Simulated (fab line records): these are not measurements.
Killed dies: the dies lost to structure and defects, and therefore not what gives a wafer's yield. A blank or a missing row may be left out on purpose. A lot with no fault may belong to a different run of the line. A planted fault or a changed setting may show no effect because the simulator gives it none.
Matching of chambers :: flow sky130 :: SKY_CONTACT_CVD_00 on pecvd-02: 3 sister chambers
The step deposits Si3N4, target thk 75 nm. 6 wafers are shown with their chamber, then 12 later ones without.

== WAFERS WITH THEIR CHAMBER ==
wafer: L085.2
chamber: 0
heater-power-w (W): 643

wafer: L088.3
chamber: 1
heater-power-w (W): 658

wafer: L088.6
chamber: 2
heater-power-w (W): 669

wafer: L092.1
chamber: 1
heater-power-w (W): 724

wafer: L092.2
chamber: 2
heater-power-w (W): 681

wafer: L092.3
chamber: 0
heater-power-w (W): 558

== WAFERS WITHOUT THEIR CHAMBER ==
wafer: L092.4
heater-power-w (W): 730

wafer: L092.5
heater-power-w (W): 675

wafer: L092.6
heater-power-w (W): 586

wafer: L094.1
heater-power-w (W): 596

wafer: L094.2
heater-power-w (W): 574

wafer: L094.3
heater-power-w (W): 678

wafer: L094.4
heater-power-w (W): 606

wafer: L094.5
heater-power-w (W): 669

wafer: L094.6
heater-power-w (W): 581

wafer: L096.3
heater-power-w (W): 587

wafer: L096.5
heater-power-w (W): 590

wafer: L096.6
heater-power-w (W): 708

== WHICH CHAMBER EACH WENT THROUGH ==
wafer: L092.4
from the rows above: can't be placed: 1 or 2
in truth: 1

wafer: L092.5
from the rows above: can't be placed: 2 or 1 or 0
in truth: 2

wafer: L092.6
from the rows above: can't be placed: 0 or 2
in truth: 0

wafer: L094.1
from the rows above: can't be placed: 0 or 2
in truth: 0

wafer: L094.2
from the rows above: can't be placed: 0 or 2
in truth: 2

wafer: L094.3
from the rows above: can't be placed: 2 or 1 or 0
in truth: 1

wafer: L094.4
from the rows above: can't be placed: 0 or 2 or 1
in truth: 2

wafer: L094.5
from the rows above: can't be placed: 2 or 1 or 0
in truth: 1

wafer: L094.6
from the rows above: can't be placed: 0 or 2
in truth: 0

wafer: L096.3
from the rows above: can't be placed: 0 or 2
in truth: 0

wafer: L096.5
from the rows above: can't be placed: 0 or 2
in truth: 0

wafer: L096.6
from the rows above: can't be placed: 1 or 2
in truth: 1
Correct placement for 0 of the 12. From these rows, 12 cannot be placed; in 12 the true chamber is one of the candidates. 0 placed wrongly.
How it was worked out, from the rows above alone: a wafer's distance from a chamber is the root of the sum, over the readings, of the square of ((its reading less the chamber's mean) divided by the reading's scatter). If the next closest chamber is less than 2 further off than the closest, the wafer can't be placed; otherwise it belongs to the closest. A chamber's mean is the mean of its shown wafers. The scatter: the root of (the sum of the squares of (reading less its chamber's mean) over the shown wafers, divided by (wafers less chambers)).
